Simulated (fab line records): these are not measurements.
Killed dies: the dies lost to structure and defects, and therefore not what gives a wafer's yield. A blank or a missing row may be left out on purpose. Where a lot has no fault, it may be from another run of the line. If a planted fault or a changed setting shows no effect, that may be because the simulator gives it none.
Struck lot and sound lot, side by side | flow sky130 | 18 out of 708 route steps
Sound: the wafers L607.1, L607.4, L607.6. Struck: wafer L620.5. (L620.2, L620.3 of the same lot were not struck and are left out.) The cause comes at the end.
Order at every step that has rows: each side's tool, ch and its chambers, its first start. Under that, the readings that differ: sound wafers | struck wafers | difference of the means | sigmas: that difference in standard deviations of wafers without a fault.
alike: words and numbers the same on both sides, and readings whose means are apart by under 2 such deviations; not compared: readings that were withheld, readings missing a value for some wafer, numbers with overlapping values and no deviation given by the record, and bounds like >300 which may hide the same value.
Wherever a step has rows on one side only, a row that says differs or no value, or a row with sigmas, the two part there. Numbers that have no deviation but don't overlap get no sigmas and don't part them. A reading that every wafer of one side lacks parts them only if that side has two wafers or more.

first, 2 steps without rows for these wafers: SKY_LDD_HVN_PEB_05; SKY_LDD_HVN_DEVELOP_06 (develop time 60 s).
SKY_LDD_HVN_OVL_MEAS_07:
  sound on overlay-02 at day 23 14:11; struck on overlay-01 at day 27 20:41
  alike: LDD_HVN_OVL
then, 1 step without rows for these wafers: SKY_LDD_HVN_IMPLANT_08.
SKY_LDD_HVN_STRIP_09: strips in O2/N2.
  sound on plasmaAsher-04 ch 0,1, day 23 14:22; struck on plasmaAsher-02 ch 0, day 27 20:52
  alike: drypumpMotorCurrentA, oesProductAu, stripTimeToEndpointS
  not compared: rfHoursCounterH
SKY_LDD_HVN_TW_MEAS_10:
  sound on filmMetro-03 at day 23 14:28; struck on filmMetro-04 at day 27 20:58
  alike: LDD_HVN_TW
then, 6 steps without rows for these wafers: SKY_LDD_HVP_DEHYDRATE_00 (time 60 s); SKY_LDD_HVP_HMDS_01 (prime time 60 s); SKY_LDD_HVP_COAT_02 (resist thk 300 nm); SKY_LDD_HVP_SOFTBAKE_03 (time 60 s); SKY_LDD_HVP_EXPOSE_04 (exposes mask HVPTM, target cd 700 nm); SKY_LDD_HVP_PEB_05.
SKY_LDD_HVP_DEVELOP_06: develop time 60 s.
  sound on lithoTrack-03 ch 0, day 24 20:05; struck on lithoTrack-03 ch 0, day 29 01:37
SKY_LDD_HVP_OVL_MEAS_07:
  sound on overlay-01 at day 24 20:14; struck on overlay-01 at day 29 01:44
  alike: LDD_HVP_OVL
then, 1 step without rows for these wafers: SKY_LDD_HVP_IMPLANT_08.
SKY_LDD_HVP_STRIP_09: strips in O2/N2.
  sound on plasmaAsher-02 ch 0, day 24 20:25; struck on plasmaAsher-01 ch 1, day 29 01:55
  alike: drypumpMotorCurrentA, oesProductAu, stripTimeToEndpointS
  not compared: rfHoursCounterH
SKY_LDD_HVP_TW_MEAS_10:
  sound on filmMetro-03 at day 24 20:31; struck on filmMetro-03 at day 29 02:02
reading    | sound       | struck | difference | sigmas
LDD_HVP_TW | 461 459 458 | 74     | -385       | -99
then, 1 step without rows for these wafers: SKY_LDD_LDN_DEHYDRATE_00 (time 60 s).

== WHERE THEY PART ==
Only at SKY_LDD_HVP_TW_MEAS_10, as far as this record shows.

WHY: whatever the simulator had introduced
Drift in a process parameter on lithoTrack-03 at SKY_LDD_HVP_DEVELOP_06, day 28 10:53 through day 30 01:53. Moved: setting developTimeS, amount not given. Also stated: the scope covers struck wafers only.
